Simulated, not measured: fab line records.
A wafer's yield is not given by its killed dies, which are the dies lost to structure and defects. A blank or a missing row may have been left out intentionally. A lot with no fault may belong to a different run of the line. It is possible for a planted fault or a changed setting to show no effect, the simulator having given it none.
fab line records -- flow sfqLine
record: lots: 5, wafers: 15, lastDay: 94
route steps=325 shown L0V@16 M0@28
lots with no fault: from the same line, run without faults
startH: hours from the record's first day to the start of the lot's first wafer shown -- waitH: hours since the lot's step before -- " repeats the value in the row above -- L1.1+2: a single row standing in for several wafers -- - no value present, or no start provided -- * or withheld: withheld -- < > ~ a bound
route shown NAME@n: a module of which the file shows steps, and the number in the route of the first -- usual: average and standard deviation across the fault-free wafers -- same: alike in all rows -- chamber/n: place in a boat -- sites: each site's reading -- _std_site: standard deviation of those values -- _edge_site: inner sites' mean taken away from outer sites' mean -- radiusMm: for every site, how far away it sits from the centre of the wafer -- mask NAME#n: copy n -- behind: the last tool/chamber to shape the wafer -- hold: what put the lot on hold/how long, in hours/how the hold closed -- device: the transistor (n, p or np) that didn't switch -- end of line: the same wafers' tests at the end of the route -- a step with no rows: only its recipe -- killed: count of dies lost to structure and defects at first sort (not the wafer's yield) -- map: dies across one wafer; x = killed, . = not, _ = none there
set.NAME: the run value of the setting; set.NAME@STEP: its run value at that earlier step -- model.NAME: the simulator's own value behind a step, which no gauge read
lots seen at some steps along the route; tables by step, rows by wafer
services: a tool's chamber out of use, with start hour (startH, from the record's first day; less than 0 if before it), hours out, and reason
== steps ==
step: SFQ_TRILAYER_L0_CAP_PECVD_011
recipe: material: SiO2, tempC: 150, timeS: 13.333, pressureTorr: 2.4, rfW: 183.3, precursor: SiH4/N2O, targetThkNm: 60
usual: heaterPowerW: 92/12, showerheadVppV: 821/48, throttleValvePct: 25.4/1.4
lot.wafer,tool,chamber,startH,waitH,heaterPowerW,showerheadVppV,throttleValvePct
L075.3,pecvd-02,0,55.16,0.0,112,873,26.4
L075.4,pecvd-02,0,55.16,0.0,113,869,26.5
L075.5,pecvd-02,2,55.16,0.0,95,802,27.8
L078.1,pecvd-03,0,70.77,0.0,100,818,24.0
L078.3,pecvd-03,2,70.77,0.0,81,772,24.7
L078.6,pecvd-03,2,70.77,0.0,83,764,24.3
L080.1,pecvd-02,0,85.95,0.0,97,879,26.7
L080.5,pecvd-02,1,85.95,0.0,103,782,25.4
L080.6,pecvd-02,2,85.95,0.0,87,811,27.7
L090.3,pecvd-02,2,134.19,0.0,78,793,27.4
L090.4,pecvd-02,2,134.19,0.0,83,798,27.5
L090.5,pecvd-02,1,134.19,0.0,98,769,25.7
L095.1,pecvd-02,1,161.12,0.0,92,751,25.9
L095.3,pecvd-02,2,161.12,0.0,93,800,27.5
L095.5,pecvd-02,0,161.12,0.0,104,877,26.6
step: SFQ_TRILAYER_L0_VIA_LITHO_COAT_018
recipe: resist: BARC, spinRpm: 3000, resistThkNm: 62
usual: chillPlateTempC: 22.99/0.096
lot.wafer,tool,chamber,startH,waitH,chillPlateTempC
L075.3,lithoTrack-03,0,55.28,0.1,23.09
L075.4,lithoTrack-03,0,55.28,0.1,23.12
L075.5,lithoTrack-03,0,55.28,0.1,22.97
L078.1,lithoTrack-04,0,70.80,0.0,23.09
L078.3,lithoTrack-04,0,70.80,0.0,23.13
L078.6,lithoTrack-04,0,70.80,0.0,23.09
L080.1,lithoTrack-04,0,85.97,0.0,22.95
L080.5,lithoTrack-04,0,85.97,0.0,22.95
L080.6,lithoTrack-04,0,85.97,0.0,23.07
L090.3,lithoTrack-04,0,134.31,0.1,23.03
L090.4,lithoTrack-04,0,134.31,0.1,22.99
L090.5,lithoTrack-04,0,134.31,0.1,22.99
L095.1,lithoTrack-03,0,161.14,0.0,22.91
L095.3,lithoTrack-03,0,161.14,0.0,23.06
L095.5,lithoTrack-03,0,161.14,0.0,22.99
step: SFQ_TRILAYER_L0_VIA_LITHO_COAT_013
recipe: resist: KrF, spinRpm: 3000, resistThkNm: 650
usual: chillPlateTempC: 22.98/0.11
lot.wafer,tool,chamber,startH,waitH,chillPlateTempC
L075.3,lithoTrack-03,0,55.58,0.2,22.88
L075.4,lithoTrack-03,0,55.58,0.2,22.93
L075.5,lithoTrack-03,0,55.58,0.2,22.90
L078.1,lithoTrack-04,0,71.10,0.2,23.03
L078.3,lithoTrack-04,0,71.10,0.2,23.15
L078.6,lithoTrack-04,0,71.10,0.2,23.04
L080.1,lithoTrack-04,0,86.27,0.2,23.25
L080.5,lithoTrack-04,0,86.27,0.2,23.13
L080.6,lithoTrack-04,0,86.27,0.2,23.27
L090.3,lithoTrack-04,0,134.61,0.2,23.00
L090.4,lithoTrack-04,0,134.61,0.2,23.00
L090.5,lithoTrack-04,0,134.61,0.2,22.89
L095.1,lithoTrack-03,0,161.44,0.2,22.74
L095.3,lithoTrack-03,0,161.44,0.2,23.04
L095.5,lithoTrack-03,0,161.44,0.2,23.04
step: SFQ_TRILAYER_L0_VIA_LITHO_SOFTBAKE_017
recipe: tempC: withheld, timeS: withheld, resist: KrF
usual: chillPlateTempC: *
lot.wafer,tool,chamber,startH,waitH,chillPlateTempC
L075.3,lithoTrack-03,0,55.83,0.2,*
L075.4,lithoTrack-03,0,55.83,0.2,*
L075.5,lithoTrack-03,0,55.83,0.2,*
L078.1,lithoTrack-04,0,71.40,0.2,*
L078.3,lithoTrack-04,0,71.40,0.2,*
L078.6,lithoTrack-04,0,71.40,0.2,*
L080.1,lithoTrack-04,0,86.57,0.2,*
L080.5,lithoTrack-04,0,86.57,0.2,*
L080.6,lithoTrack-04,0,86.57,0.2,*
L090.3,lithoTrack-04,0,134.86,0.2,*
L090.4,lithoTrack-04,0,134.86,0.2,*
L090.5,lithoTrack-04,0,134.86,0.2,*
L095.1,lithoTrack-03,0,161.74,0.2,*
L095.3,lithoTrack-03,0,161.74,0.2,*
L095.5,lithoTrack-03,0,161.74,0.2,*
step: SFQ_TRILAYER_L0_VIA_LITHO_EXPOSE_014
recipe: maskId: L0V, na: 0.6, sourceShape: conventional, sigmaOuter: 0.65, targetCdNm: 700, doseMj: 21.3
lot.wafer,tool,chamber,startH,waitH,mask
L075.3+4+5,krfScanner-01,0,94.75,-,L0V#0
L078.1+3+6,krfScanner-01,0,113.55,-,L0V#0
L080.1+5+6,krfScanner-01,0,126.30,-,L0V#0
L090.3+4+5,krfScanner-01,0,173.30,-,L0V#0
L095.1+3+5,krfScanner-01,0,199.40,-,L0V#0
step: SFQ_TRILAYER_L0_VIA_LITHO_PEB_016
recipe: pebTempC: 115, pebTimeS: 60, resist: KrF
usual: chillPlateTempC: 23.00/0.12
lot.wafer,tool,chamber,startH,waitH,chillPlateTempC
L075.3,lithoTrack-04,0,95.60,0.7,23.10
L075.4,lithoTrack-04,0,95.60,0.7,23.05
L075.5,lithoTrack-04,0,95.60,0.7,22.96
L078.1,lithoTrack-01,0,114.75,1.0,22.94
L078.3,lithoTrack-01,0,114.75,1.0,22.94
L078.6,lithoTrack-01,0,114.75,1.0,23.10
L080.1,lithoTrack-04,0,127.50,1.0,23.01
L080.5,lithoTrack-04,0,127.50,1.0,22.98
L080.6,lithoTrack-04,0,127.50,1.0,22.90
L090.3,lithoTrack-04,0,174.15,0.7,22.86
L090.4,lithoTrack-04,0,174.15,0.7,22.92
L090.5,lithoTrack-04,0,174.15,0.7,22.88
L095.1,lithoTrack-04,0,200.60,1.0,22.95
L095.3,lithoTrack-04,0,200.60,1.0,22.87
L095.5,lithoTrack-04,0,200.60,1.0,22.85
step: SFQ_TRILAYER_L0_VIA_LITHO_DEVELOP_015
recipe: timeS: 60, resist: KrF
usual: chillPlateTempC: 23.03/0.1
lot.wafer,tool,chamber,startH,waitH,chillPlateTempC
L075.3,lithoTrack-04,0,95.75,0.1,23.16
L075.4,lithoTrack-04,0,95.75,0.1,23.17
L075.5,lithoTrack-04,0,95.75,0.1,23.13
L078.1,lithoTrack-01,0,114.90,0.1,23.01
L078.3,lithoTrack-01,0,114.90,0.1,23.14
L078.6,lithoTrack-01,0,114.90,0.1,23.16
L080.1,lithoTrack-04,0,127.65,0.1,23.14
L080.5,lithoTrack-04,0,127.65,0.1,23.04
L080.6,lithoTrack-04,0,127.65,0.1,23.23
L090.3,lithoTrack-04,0,174.30,0.1,23.11
L090.4,lithoTrack-04,0,174.30,0.1,23.03
L090.5,lithoTrack-04,0,174.30,0.1,23.15
L095.1,lithoTrack-04,0,200.75,0.1,23.14
L095.3,lithoTrack-04,0,200.75,0.1,23.05
L095.5,lithoTrack-04,0,200.75,0.1,22.99
step: SFQ_L0V_OVL_MEAS_903
usual: L0V_OVL: 0/5.1
lot.wafer,tool,chamber,startH,waitH,L0V_OVL[nm]
L075.3,overlay-02,-,95.87,0.1,5
L075.4,overlay-02,-,95.87,0.1,-4
L075.5,overlay-02,-,95.87,0.1,8
L078.1,overlay-01,-,115.05,0.1,-11
L078.3,overlay-01,-,115.05,0.1,-8
L078.6,overlay-01,-,115.05,0.1,-7
L080.1,overlay-01,-,127.80,0.1,2
L080.5,overlay-01,-,127.80,0.1,1
L080.6,overlay-01,-,127.80,0.1,3
L090.3,overlay-02,-,174.42,0.1,-1
L090.4,overlay-02,-,174.42,0.1,-5
L090.5,overlay-02,-,174.42,0.1,-4
L095.1,overlay-02,-,200.90,0.1,-4
L095.3,overlay-02,-,200.90,0.1,-5
L095.5,overlay-02,-,200.90,0.1,-4
step: SFQ_TRILAYER_L0_VIA_BARC_OPEN_VIA_ETCH_021
recipe: maskMaterial: PR, chemistry: O2, targetDepthNm: 125, target: BARC, sourceW: 500, biasW: 80, pressureMtorr: 30, timeS: 41.7
usual: drypumpMotorCurrentA: 5.5/0.41, oesProductAu: 0.686/0.0041
lot.wafer,tool,chamber,startH,waitH,drypumpMotorCurrentA,oesProductAu,rfHoursCounterH
L075.3,rieDiel-03,0,95.89,0.0,6.2,0.681,79
L075.4,rieDiel-03,1,95.89,0.0,5.7,0.692,80
L075.5,rieDiel-03,3,95.89,0.0,5.0,0.689,-
L078.1,rieDiel-04,3,115.09,0.0,6.3,0.688,10
L078.3,rieDiel-04,1,115.09,0.0,5.6,0.678,25
L078.6,rieDiel-04,2,115.09,0.0,5.5,0.687,-
L080.1,rieDiel-04,1,127.84,0.0,5.6,0.682,25
L080.5,rieDiel-04,3,127.84,0.0,6.3,0.684,-
L080.6,rieDiel-04,2,127.84,0.0,5.5,0.682,-
L090.3,rieDiel-01,1,174.44,0.0,5.2,0.685,98
L090.4,rieDiel-01,0,174.44,0.0,5.4,0.679,120
L090.5,rieDiel-01,2,174.44,0.0,4.9,0.687,-
L095.1,rieDiel-03,0,200.94,0.0,6.2,0.685,81
L095.3,rieDiel-03,1,200.94,0.0,5.7,0.688,81
L095.5,rieDiel-03,1,200.94,0.0,5.8,0.685,-
step: SFQ_TRILAYER_L0_VIA_ETCH_VIA_ETCH_016
recipe: target: SiO2, stopOn: MoNx_KI, maskMaterial: PR, chemistry: CHF3, targetDepthNm: 80, sourceW: 500, biasW: 80, pressureMtorr: 30, timeS: withheld
usual: drypumpMotorCurrentA: 5.5/0.42, oesProductAu: 0.845/0.0074
lot.wafer,tool,chamber,startH,waitH,drypumpMotorCurrentA,oesProductAu
L075.3,rieDiel-03,0,95.93,0.0,6.2,0.845
L075.4,rieDiel-03,1,95.93,0.0,5.8,0.849
L075.5,rieDiel-03,3,95.93,0.0,5.0,0.858
L078.1,rieDiel-04,3,115.13,0.0,6.3,0.855
L078.3,rieDiel-04,1,115.13,0.0,5.6,0.845
L078.6,rieDiel-04,2,115.13,0.0,5.5,0.867
L080.1,rieDiel-04,1,127.88,0.0,5.6,0.836
L080.5,rieDiel-04,3,127.88,0.0,6.3,0.852
L080.6,rieDiel-04,2,127.88,0.0,5.5,0.856
L090.3,rieDiel-01,1,174.48,0.0,5.2,0.838
L090.4,rieDiel-01,0,174.48,0.0,5.4,0.848
L090.5,rieDiel-01,2,174.48,0.0,4.9,0.841
L095.1,rieDiel-03,0,200.98,0.0,6.2,0.833
L095.3,rieDiel-03,1,200.98,0.0,5.8,0.836
L095.5,rieDiel-03,1,200.98,0.0,5.8,0.850
step: SFQ_TRILAYER_L0_VIA_STRIP_STRIP_017
recipe: gas: O2, powerW: 200, platenTempC: 40, overashFraction: 0.65, chemistry: O2, pressureMtorr: 50
usual: drypumpMotorCurrentA: 6.0/0.41, oesProductAu: 1.002/0.013
lot.wafer,tool,chamber,startH,waitH,drypumpMotorCurrentA,oesProductAu,rfHoursCounterH
L075.3,rieMetal-02,0,96.18,-,6.3,0.993,-
L075.4,rieMetal-02,1,96.18,-,5.9,0.998,-
L075.5,rieMetal-02,1,96.18,-,5.8,1.003,-
L078.1,rieMetal-02,1,115.18,-,5.9,0.996,11
L078.3,rieMetal-02,0,115.18,-,6.3,0.982,-
L078.6,rieMetal-02,1,115.18,-,5.9,1.016,-
L080.1,rieMetal-02,1,127.93,-,5.9,0.997,14
L080.5,rieMetal-02,0,127.93,-,6.3,0.969,-
L080.6,rieMetal-02,1,127.93,-,5.9,0.993,-
L090.3,rieMetal-02,1,174.73,-,5.8,1.012,-
L090.4,rieMetal-02,0,174.73,-,6.3,1.006,-
L090.5,rieMetal-02,1,174.73,-,5.8,1.003,-
L095.1,rieMetal-02,0,201.03,-,6.3,0.989,17
L095.3,rieMetal-02,0,201.03,-,6.3,0.993,-
L095.5,rieMetal-02,1,201.03,-,5.8,0.993,-
step: SFQ_TRILAYER_L0_VIA_STRIP_SOLV_CLEAN_018
recipe: chemistry: NMP, tempC: 70, timeS: 600
lot.wafer,tool,chamber,startH,waitH
L075.3+4+5,wetBench-02,"7,2,6",96.58,0.2
L078.1+3+6,wetBench-02,"1,6,3",115.78,0.4
L080.1+5+6,wetBench-02,"3,1,2",128.53,0.4
L090.3+4+5,wetBench-02,"6,5,7",175.13,0.2
L095.1+3+5,wetBench-02,"5,1,6",201.63,0.4
step: SFQ_TRILAYER_M0_DEP_PRE_CLEAN_020
recipe: gas: Ar, timeS: 15, biasV: 250
usual: biasV: 250.4/2.5
lot.wafer,tool,chamber,startH,waitH,biasV
L075.3,pvdSputter-05,-,96.77,0.0,251.8
L075.4,pvdSputter-05,-,96.77,0.0,248.5
L075.5,pvdSputter-05,-,96.77,0.0,249.3
L078.1,pvdSputter-04,-,115.98,0.0,255.7
L078.3,pvdSputter-04,-,115.98,0.0,251.1
L078.6,pvdSputter-04,-,115.98,0.0,251.6
L080.1,pvdSputter-04,-,128.72,0.0,248.1
L080.5,pvdSputter-04,-,128.72,0.0,253.3
L080.6,pvdSputter-04,-,128.72,0.0,246.7
L090.3,pvdSputter-05,-,175.32,0.0,249.2
L090.4,pvdSputter-05,-,175.32,0.0,248.4
L090.5,pvdSputter-05,-,175.32,0.0,250.6
L095.1,pvdSputter-05,-,201.82,0.0,250.6
L095.3,pvdSputter-05,-,201.82,0.0,251.6
L095.5,pvdSputter-05,-,201.82,0.0,250.1
step: SFQ_TRILAYER_M0_DEP_SPUTTER_019
recipe: material: Nb, basePressurePa: 1.33e-06, chamberPressurePa: 0.1333, substrateTempC: 20, resputterCathodeVoltageV: 400, targetThkNm: 200, powerW: 2000, timeS: 133.3
usual: cathodeDcPowerW: 2000.0/0.4, throttleValvePct: 29.0/1
lot.wafer,tool,chamber,startH,waitH,cathodeDcPowerW,throttleValvePct
L075.3,pvdSputter-05,-,96.79,0.0,2000.7,27.5
L075.4,pvdSputter-05,-,96.79,0.0,1999.2,27.6
L075.5,pvdSputter-05,-,96.79,0.0,1999.4,27.1
L078.1,pvdSputter-04,-,116.01,0.0,2000.5,29.9
L078.3,pvdSputter-04,-,116.01,0.0,1999.8,29.3
L078.6,pvdSputter-04,-,116.01,0.0,2000.2,30.0
L080.1,pvdSputter-04,-,128.74,0.0,1999.6,29.9
L080.5,pvdSputter-04,-,128.74,0.0,2000.0,30.0
L080.6,pvdSputter-04,-,128.74,0.0,2000.5,30.2
L090.3,pvdSputter-05,-,175.34,0.0,1999.3,27.3
L090.4,pvdSputter-05,-,175.34,0.0,1999.9,28.4
L090.5,pvdSputter-05,-,175.34,0.0,1999.7,27.6
L095.1,pvdSputter-05,-,201.84,0.0,2000.4,27.5
L095.3,pvdSputter-05,-,201.84,0.0,2000.2,27.7
L095.5,pvdSputter-05,-,201.84,0.0,1999.8,27.1
== services ==
tool,chamber,startH,hours,kind
rieMetal-02,1,32.47,3.8,repair
rieMetal-02,1,36.47,-,clean
rieMetal-02,1,36.47,-,consumableReplace:focusRing
rieMetal-02,1,36.47,17.6,scheduledDown
rieMetal-02,1,36.47,17.6,ventCycle
pvdSputter-04,-,63.38,1.1,repair
krfScanner-01,-,71.98,4.4,pm
rieDiel-04,1,84.87,14.4,repair
rieDiel-04,3,88.69,10.2,repair
pecvd-03,-,95.07,5.5,pm
pecvd-03,0,102.96,4.0,repair
krfScanner-01,-,117.15,0.8,pm
pecvd-02,-,119.10,2.1,repair
pvdSputter-04,-,130.20,1.3,repair
rieMetal-02,-,131.68,15.6,pm
pecvd-03,-,132.62,2.5,repair
pecvd-02,-,145.97,3.6,repair
krfScanner-01,-,151.50,1.0,pm
rieDiel-03,-,178.34,1.5,repair
krfScanner-01,-,181.30,1.3,pm
pvdSputter-05,-,182.51,4.7,repair
rieDiel-03,1,190.87,7.5,repair
rieDiel-03,2,192.37,1.7,repair
pecvd-03,-,195.18,1.7,repair
== key ==
fault none
